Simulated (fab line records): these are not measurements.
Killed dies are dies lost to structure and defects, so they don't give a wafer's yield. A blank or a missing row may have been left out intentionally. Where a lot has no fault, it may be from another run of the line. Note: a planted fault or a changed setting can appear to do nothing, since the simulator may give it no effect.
fab line records -- flow gf180mcu
[record] lots = 14, wafers = 42, lastDay = 34
route steps=602 shown NWELL@51 HV_LDD@228 SAB@273 SALICIDE@286
lots that met no fault: taken from a fault-free run of the same line
startH: hours from the record's opening day to when the first of the lot's shown wafers began -- waitH: how many hours have passed since the lot's step before this one -- " unchanged from the row above -- L1.1+2: several wafers, shown together as one row -- - no value, or no start given -- * or withheld: withheld -- < > ~ a bound
route shown NAME@n: a module of which the file shows steps, and the number in the route of the first -- usual: mean/standard deviation of fault-free wafers -- same: alike in all rows -- chamber/n: place in a boat -- sites: per-site readings -- _std_site: standard deviation of those values -- _edge_site: outer sites' mean less inner sites' -- radiusMm: for every site, how far away it sits from the centre of the wafer -- mask NAME#n: copy n -- behind: the most recent tool/chamber to have shaped the wafer -- hold: the reason the lot was held/the length of the hold in hours/how it ended -- device: transistor that didn't switch, given as n, p or np -- end of line: the tests these same wafers got at the end of their route -- a step given without rows: its recipe and nothing more -- killed: not the wafer's yield, but the dies lost to structure and defects at the first sort -- map: shows each die of a wafer: x if killed, . if not, _ if none is there
set.NAME: the setting the step ran with; set.NAME@STEP: the setting that earlier step ran with -- model.NAME: the simulator's own value behind a step, which no gauge read
a sample of lots followed through the steps of the route, with each step as a table and each wafer as a row
services: the hour from which a tool's chamber was out of use, counted from the record's first day as startH (under 0 if before that day), plus the number of hours and why
[[steps]]
[step GF_NWELL_IMPLANT_09]
[recipe] species = P, energyKev = 160, doseCm2 = 4e+12, tiltDeg = 0
[usual] beamEnergyKeV = 159.99/0.06, beamOnS = 9.99/0.22
lot.wafer,tool,chamber,startH,waitH,beamEnergyKeV,beamOnS
L231.1,implanter-03,0,63.26,0.1,159.99,10.46
L231.2,implanter-03,0,63.26,0.1,159.99,9.85
L231.5,implanter-03,0,63.26,0.1,159.89,9.92
L232.2,implanter-04,0,68.14,0.1,160.00,10.14
L232.4,implanter-04,0,68.14,0.1,159.95,10.09
L232.5,implanter-04,0,68.14,0.1,160.02,9.90
L233.3,implanter-03,0,72.12,0.1,159.99,10.01
L233.5,implanter-03,0,72.12,0.1,159.93,10.12
L233.6,implanter-03,0,72.12,0.1,159.90,10.22
L234.2,implanter-04,-,78.69,0.1,-,-
L234.3,implanter-04,-,78.69,0.1,-,-
L234.4,implanter-04,-,78.69,0.1,-,-
L235.1,implanter-03,-,84.22,0.1,-,-
L235.4,implanter-03,-,84.22,0.1,-,-
L235.5,implanter-03,-,84.22,0.1,-,-
L237.1,implanter-04,0,94.07,0.1,159.94,9.68
L237.2,implanter-04,0,94.07,0.1,159.94,9.97
L237.4,implanter-04,0,94.07,0.1,159.85,10.09
L240.1,implanter-04,0,109.77,0.1,159.98,10.23
L240.2,implanter-04,0,109.77,0.1,159.94,9.61
L240.3,implanter-04,0,109.77,0.1,160.03,9.95
L244.1,implanter-01,0,133.07,0.1,159.91,10.04
L244.2,implanter-01,0,133.07,0.1,160.01,9.98
L244.3,implanter-01,0,133.07,0.1,159.94,10.01
L245.1,implanter-03,0,137.32,0.1,160.04,9.73
L245.2,implanter-03,0,137.32,0.1,159.97,9.74
L245.6,implanter-03,0,137.32,0.1,160.05,9.75
L246.1,implanter-04,0,142.56,0.1,159.97,10.05
L246.3,implanter-04,0,142.56,0.1,159.97,9.83
L246.6,implanter-04,0,142.56,0.1,160.04,10.10
L247.1,implanter-04,0,150.57,0.1,160.06,10.36
L247.2,implanter-04,0,150.57,0.1,160.02,9.71
L247.5,implanter-04,0,150.57,0.1,160.04,9.97
L248.1,implanter-04,0,154.92,0.1,159.86,10.13
L248.3,implanter-04,0,154.92,0.1,159.93,10.09
L248.6,implanter-04,0,154.92,0.1,159.97,10.09
L249.3,implanter-04,0,159.66,0.1,159.91,10.00
L249.5,implanter-04,0,159.66,0.1,159.91,10.23
L249.6,implanter-04,0,159.66,0.1,159.98,9.89
L252.1,implanter-01,0,176.47,0.1,159.95,10.16
L252.2,implanter-01,0,176.47,0.1,159.97,10.02
L252.5,implanter-01,0,176.47,0.1,159.91,10.00
[step GF_NWELL_TW_MEAS_11]
[usual] NWELL_TW = 1599/15
lot.wafer,tool,chamber,startH,waitH,NWELL_TW
L231.1,filmMetro-03,-,63.51,0.1,1612
L231.2,filmMetro-03,-,63.51,0.1,1608
L231.5,filmMetro-03,-,63.51,0.1,1616
L232.2,filmMetro-03,-,68.38,0.1,1626
L232.4,filmMetro-03,-,68.38,0.1,1611
L232.5,filmMetro-03,-,68.38,0.1,1619
L233.3,filmMetro-04,-,72.34,0.1,1566
L233.5,filmMetro-04,-,72.34,0.1,1575
L233.6,filmMetro-04,-,72.34,0.1,1573
L234.2,filmMetro-03,-,78.93,0.1,1532
L234.3,filmMetro-03,-,78.93,0.1,1536
L234.4,filmMetro-03,-,78.93,0.1,1544
L235.1,filmMetro-04,-,84.47,0.1,1495
L235.4,filmMetro-04,-,84.47,0.1,1499
L235.5,filmMetro-04,-,84.47,0.1,1502
L237.1,filmMetro-01,-,94.32,0.1,1594
L237.2,filmMetro-01,-,94.32,0.1,1598
L237.4,filmMetro-01,-,94.32,0.1,1593
L240.1,filmMetro-01,-,110.02,0.1,1603
L240.2,filmMetro-01,-,110.02,0.1,1608
L240.3,filmMetro-01,-,110.02,0.1,1615
L244.1,filmMetro-04,-,133.32,0.1,1560
L244.2,filmMetro-04,-,133.32,0.1,1575
L244.3,filmMetro-04,-,133.32,0.1,1563
L245.1,filmMetro-03,-,137.57,0.1,1605
L245.2,filmMetro-03,-,137.57,0.1,1613
L245.6,filmMetro-03,-,137.57,0.1,1600
L246.1,filmMetro-03,-,142.81,0.1,1613
L246.3,filmMetro-03,-,142.81,0.1,1607
L246.6,filmMetro-03,-,142.81,0.1,1612
L247.1,filmMetro-04,-,150.82,0.1,1578
L247.2,filmMetro-04,-,150.82,0.1,1569
L247.5,filmMetro-04,-,150.82,0.1,1588
L248.1,filmMetro-03,-,155.17,0.1,1610
L248.3,filmMetro-03,-,155.17,0.1,1610
L248.6,filmMetro-03,-,155.17,0.1,1621
L249.3,filmMetro-01,-,159.88,0.1,1603
L249.5,filmMetro-01,-,159.88,0.1,1602
L249.6,filmMetro-01,-,159.88,0.1,1598
L252.1,filmMetro-01,-,176.72,0.1,1602
L252.2,filmMetro-01,-,176.72,0.1,1599
L252.5,filmMetro-01,-,176.72,0.1,1605
[step GF_VT_IMPLANT_RS_MEAS_47]
[recipe] thkMeasGauge = four-point-probe
[usual] NWELL_RS = 487.8/1.2
lot.wafer,tool,chamber,startH,waitH,NWELL_RS[ohm/sq]
L231.1,filmMetro-03,-,168.69,0.1,489.4
L231.2,filmMetro-03,-,168.69,0.1,489.8
L231.5,filmMetro-03,-,168.69,0.1,488.9
L232.2,filmMetro-04,-,174.37,0.1,486.0
L232.4,filmMetro-04,-,174.37,0.1,487.9
L232.5,filmMetro-04,-,174.37,0.1,486.3
L233.3,filmMetro-03,-,179.34,0.1,487.3
L233.5,filmMetro-03,-,179.34,0.1,488.1
L233.6,filmMetro-03,-,179.34,0.1,487.0
L234.2,filmMetro-01,-,187.27,0.1,-
L234.3,filmMetro-01,-,187.27,0.1,-
L234.4,filmMetro-01,-,187.27,0.1,-
L235.1,filmMetro-04,-,192.96,0.1,-
L235.4,filmMetro-04,-,192.96,0.1,-
L235.5,filmMetro-04,-,192.96,0.1,-
L237.1,filmMetro-04,-,206.00,0.1,489.4
L237.2,filmMetro-04,-,206.00,0.1,488.1
L237.4,filmMetro-04,-,206.00,0.1,487.9
L240.1,filmMetro-01,-,224.43,0.1,487.1
L240.2,filmMetro-01,-,224.43,0.1,487.0
L240.3,filmMetro-01,-,224.43,0.1,485.0
L244.1,filmMetro-03,-,252.49,0.1,487.3
L244.2,filmMetro-03,-,252.49,0.1,487.2
L244.3,filmMetro-03,-,252.49,0.1,487.2
L245.1,filmMetro-04,-,256.04,0.1,486.6
L245.2,filmMetro-04,-,256.04,0.1,486.8
L245.6,filmMetro-04,-,256.04,0.1,487.9
L246.1,filmMetro-04,-,262.94,0.1,489.8
L246.3,filmMetro-04,-,262.94,0.1,488.3
L246.6,filmMetro-04,-,262.94,0.1,487.3
L247.1,filmMetro-01,-,271.40,0.1,488.0
L247.2,filmMetro-01,-,271.40,0.1,488.0
L247.5,filmMetro-01,-,271.40,0.1,488.3
L248.1,filmMetro-03,-,279.50,0.1,489.1
L248.3,filmMetro-03,-,279.50,0.1,489.3
L248.6,filmMetro-03,-,279.50,0.1,489.9
L249.3,filmMetro-01,-,285.08,0.1,487.9
L249.5,filmMetro-01,-,285.08,0.1,486.8
L249.6,filmMetro-01,-,285.08,0.1,486.8
L252.1,filmMetro-04,-,314.30,0.1,487.2
L252.2,filmMetro-04,-,314.30,0.1,487.5
L252.5,filmMetro-04,-,314.30,0.1,487.4
[step GF_HV_LDD_RTA_52]
[recipe] tempC = 1000, timeS = 10, ambient = N2
[usual] lampPowerPct = 35.6/1.4, wafer_temp_C_max = 1007.5/1.3
lot.wafer,tool,chamber,startH,waitH,lampPowerPct,wafer_temp_C_max
L231.1,rtpAnneal-02,0,287.13,0.0,36.7,1006.6
L231.2,rtpAnneal-02,0,287.13,0.0,36.7,1008.3
L231.5,rtpAnneal-02,0,287.13,0.0,36.7,1004.9
L232.2,rtpAnneal-02,0,290.46,0.0,36.8,1006.6
L232.4,rtpAnneal-02,0,290.46,0.0,36.7,1008.5
L232.5,rtpAnneal-02,0,290.46,0.0,36.7,1008.1
L233.3,rtpAnneal-02,0,299.73,0.0,36.7,1006.2
L233.5,rtpAnneal-02,0,299.73,0.0,36.7,1006.6
L233.6,rtpAnneal-02,0,299.73,0.0,36.7,1006.6
L237.1,rtpAnneal-01,0,339.18,0.0,34.0,1006.3
L237.2,rtpAnneal-01,0,339.18,0.0,33.9,1009.9
L237.4,rtpAnneal-01,0,339.18,0.0,34.0,1008.5
L240.1,rtpAnneal-02,0,353.48,0.0,36.7,1007.5
L240.2,rtpAnneal-02,0,353.48,0.0,36.7,1006.6
L240.3,rtpAnneal-02,0,353.48,0.0,36.7,1008.7
L244.1,rtpAnneal-02,0,388.53,0.0,36.8,1005.4
L244.2,rtpAnneal-02,0,388.53,0.0,36.8,1009.3
L244.3,rtpAnneal-02,0,388.53,0.0,36.7,1009.1
L245.1,rtpAnneal-01,0,396.50,0.0,34.0,1005.8
L245.2,rtpAnneal-01,0,396.50,0.0,33.9,1009.0
L245.6,rtpAnneal-01,0,396.50,0.0,33.9,1007.4
L246.1,rtpAnneal-01,0,401.58,0.0,34.0,1007.4
L246.3,rtpAnneal-01,0,401.58,0.0,34.0,1005.5
L246.6,rtpAnneal-01,0,401.58,0.0,33.9,1006.2
L247.1,rtpAnneal-01,0,409.55,0.0,34.0,1007.4
L247.2,rtpAnneal-01,0,409.55,0.0,34.0,1009.1
L247.5,rtpAnneal-01,0,409.55,0.0,33.9,1008.5
L248.1,rtpAnneal-01,0,420.08,0.0,33.9,1006.4
L248.3,rtpAnneal-01,0,420.08,0.0,34.0,1007.2
L248.6,rtpAnneal-01,0,420.08,0.0,33.9,1006.8
L249.3,rtpAnneal-01,0,431.18,0.0,34.0,1009.5
L249.5,rtpAnneal-01,0,431.18,0.0,33.9,1007.2
L249.6,rtpAnneal-01,0,431.18,0.0,33.9,1005.8
L252.1,rtpAnneal-02,0,463.39,0.0,36.7,1008.3
L252.2,rtpAnneal-02,0,463.39,0.0,36.7,1008.6
L252.5,rtpAnneal-02,0,463.39,0.0,36.8,1009.7
[step GF_SAB_CD_MEAS_09]
[recipe] targetCdNm = 420
[usual] cdNm = 419.5/2.1
lot.wafer,tool,chamber,startH,waitH,cdNm
L231.1,cdSem-02,-,352.31,0.1,416.9
L231.2,cdSem-02,-,352.31,0.1,419.4
L231.5,cdSem-02,-,352.31,0.1,419.8
L232.2,cdSem-01,-,356.79,0.1,417.7
L232.4,cdSem-01,-,356.79,0.1,416.9
L232.5,cdSem-01,-,356.79,0.1,415.6
L233.3,cdSem-01,-,368.96,0.1,422.5
L233.5,cdSem-01,-,368.96,0.1,422.7
L233.6,cdSem-01,-,368.96,0.1,424.6
L237.1,cdSem-02,-,410.56,0.1,418.1
L237.2,cdSem-02,-,410.56,0.1,415.5
L237.4,cdSem-02,-,410.56,0.1,418.8
L240.1,cdSem-02,-,426.33,0.1,418.9
L240.2,cdSem-02,-,426.33,0.1,418.4
L240.3,cdSem-02,-,426.33,0.1,418.0
L244.1,cdSem-01,-,463.42,0.1,421.4
L244.2,cdSem-01,-,463.42,0.1,421.3
L244.3,cdSem-01,-,463.42,0.1,420.7
L245.1,cdSem-01,-,472.02,0.1,420.7
L245.2,cdSem-01,-,472.02,0.1,419.2
L245.6,cdSem-01,-,472.02,0.1,421.7
L246.1,cdSem-02,-,477.01,0.1,418.4
L246.3,cdSem-02,-,477.01,0.1,419.4
L246.6,cdSem-02,-,477.01,0.1,421.5
L247.1,cdSem-01,-,485.09,0.2,421.3
L247.2,cdSem-01,-,485.09,0.2,418.9
L247.5,cdSem-01,-,485.09,0.2,420.6
L248.1,cdSem-02,-,496.41,0.1,417.4
L248.3,cdSem-02,-,496.41,0.1,419.4
L248.6,cdSem-02,-,496.41,0.1,417.9
L249.3,cdSem-02,-,506.90,0.1,420.0
L249.5,cdSem-02,-,506.90,0.1,420.4
L249.6,cdSem-02,-,506.90,0.1,417.9
L252.1,cdSem-02,-,538.57,0.1,417.6
L252.2,cdSem-02,-,538.57,0.1,418.2
L252.5,cdSem-02,-,538.57,0.1,416.9
[step GF_SALICIDE_RTA_08]
[recipe] tempC = 800, timeS = 30, ambient = N2
[usual] lampPowerPct = 18.6/0.71, wafer_temp_C_max = 805.9/1
lot.wafer,tool,chamber,startH,waitH,lampPowerPct,wafer_temp_C_max
L231.1,rtpAnneal-01,0,353.23,0.0,17.8,805.7
L231.2,rtpAnneal-01,0,353.23,0.0,17.8,806.9
L231.5,rtpAnneal-01,0,353.23,0.0,17.8,806.5
L232.2,rtpAnneal-02,0,357.71,0.0,19.2,805.7
L232.4,rtpAnneal-02,0,357.71,0.0,19.2,806.3
L232.5,rtpAnneal-02,0,357.71,0.0,19.2,807.1
L233.3,rtpAnneal-01,0,369.92,0.0,17.7,806.6
L233.5,rtpAnneal-01,0,369.92,0.0,17.8,806.9
L233.6,rtpAnneal-01,0,369.92,0.0,17.7,805.0
L237.1,rtpAnneal-01,0,411.48,0.0,17.7,806.4
L237.2,rtpAnneal-01,0,411.48,0.0,17.7,805.8
L237.4,rtpAnneal-01,0,411.48,0.0,17.7,806.5
L240.1,rtpAnneal-02,0,427.26,0.0,19.2,807.2
L240.2,rtpAnneal-02,0,427.26,0.0,19.2,805.4
L240.3,rtpAnneal-02,0,427.26,0.0,19.2,806.8
L244.1,rtpAnneal-02,0,464.62,0.0,19.2,805.1
L244.2,rtpAnneal-02,0,464.62,0.0,19.2,805.5
L244.3,rtpAnneal-02,0,464.62,0.0,19.1,803.4
L245.1,rtpAnneal-02,0,472.95,0.0,19.2,804.5
L245.2,rtpAnneal-02,0,472.95,0.0,19.2,805.9
L245.6,rtpAnneal-02,0,472.95,0.0,19.2,805.9
L246.1,rtpAnneal-01,0,478.19,0.0,17.8,806.5
L246.3,rtpAnneal-01,0,478.19,0.0,17.8,805.9
L246.6,rtpAnneal-01,0,478.19,0.0,17.8,806.2
L247.1,rtpAnneal-02,0,486.14,0.0,19.2,805.6
L247.2,rtpAnneal-02,0,486.14,0.0,19.2,802.6
L247.5,rtpAnneal-02,0,486.14,0.0,19.2,807.1
L248.1,rtpAnneal-02,0,497.36,0.0,19.2,806.0
L248.3,rtpAnneal-02,0,497.36,0.0,19.2,806.1
L248.6,rtpAnneal-02,0,497.36,0.0,19.2,805.8
L249.3,rtpAnneal-01,0,507.86,0.0,17.8,805.9
L249.5,rtpAnneal-01,0,507.86,0.0,17.7,806.4
L249.6,rtpAnneal-01,0,507.86,0.0,17.8,804.6
L252.1,rtpAnneal-01,0,539.60,0.0,17.8,805.9
L252.2,rtpAnneal-01,0,539.60,0.0,17.8,804.6
L252.5,rtpAnneal-01,0,539.60,0.0,17.8,805.5
[[services]]
tool,chamber,startH,hours,kind
implanter-04,-,45.95,3.0,repair
implanter-04,-,64.51,3.4,pm
rtpAnneal-01,-,66.14,90.0,pm
implanter-03,-,118.18,1.6,repair
implanter-03,-,138.00,3.9,repair
implanter-04,-,166.61,4.8,pm
implanter-04,-,202.19,3.1,repair
implanter-03,-,205.97,1.4,repair
implanter-01,-,219.59,1.7,repair
implanter-01,-,224.33,1.3,repair
implanter-04,-,231.69,2.8,repair
implanter-01,-,233.69,3.1,repair
implanter-04,-,237.09,19.8,pm
rtpAnneal-02,-,263.69,4.0,pm
rtpAnneal-01,-,288.19,5.9,pm
implanter-01,-,289.24,2.6,repair
implanter-01,-,311.23,5.8,pm
implanter-01,-,317.35,4.6,pm
rtpAnneal-01,-,357.45,2.7,pm
implanter-03,-,388.68,9.5,repair
implanter-04,-,397.74,11.6,repair
implanter-01,-,403.02,11.9,repair
implanter-01,-,413.63,1.4,repair
implanter-03,-,486.94,2.7,pm
[[key]]
[firstSign] step = GF_NWELL_IMPLANT_09, reading = toolRecord, direction = missing
[effect] step = GF_NWELL_TW_MEAS_11, reading = NWELL_TW, direction = down, sigmas = 5.3, usual = 1599, struck = 1518
[effect] step = GF_VT_IMPLANT_RS_MEAS_47, reading = NWELL_RS, direction = missing
metAt GF_NWELL_IMPLANT_09
struckLots L234,L235
laterRowsLeftOut L234.2,L234.3,L234.4,L235.1,L235.4,L235.5
sortLeftOut L234.2,L234.3,L234.4,L235.1,L235.4,L235.5
testerLeftOut L234,L235
notActingAt GF_HV_LDD_RTA_52,GF_SAB_CD_MEAS_09,GF_SALICIDE_RTA_08
onsetBetween 72.12 78.69
[fault] kind = skippedStepWhole, tool = implanter-03,implanter-04, chamber = -, onsetH = 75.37, steps = GF_NWELL_IMPLANT_09, scope = struckLotsOnly
// testerLeftOut: of these lots the tester's yield and bins aren't shown, on N5 and GAA mostly nor the transistor test; their killed dies are dies lost to structure and defects alone, not to doping, threshold or leakage, so they don't give the yield
// sortLeftOut: the simulated sort isn't trusted on such a fault, so these wafers' sort isn't shown, and their yield isn't known
// laterRowsLeftOut: the simulator's readings of these wafers behind a module that went badly wrong aren't trusted and aren't shown, but for the sort
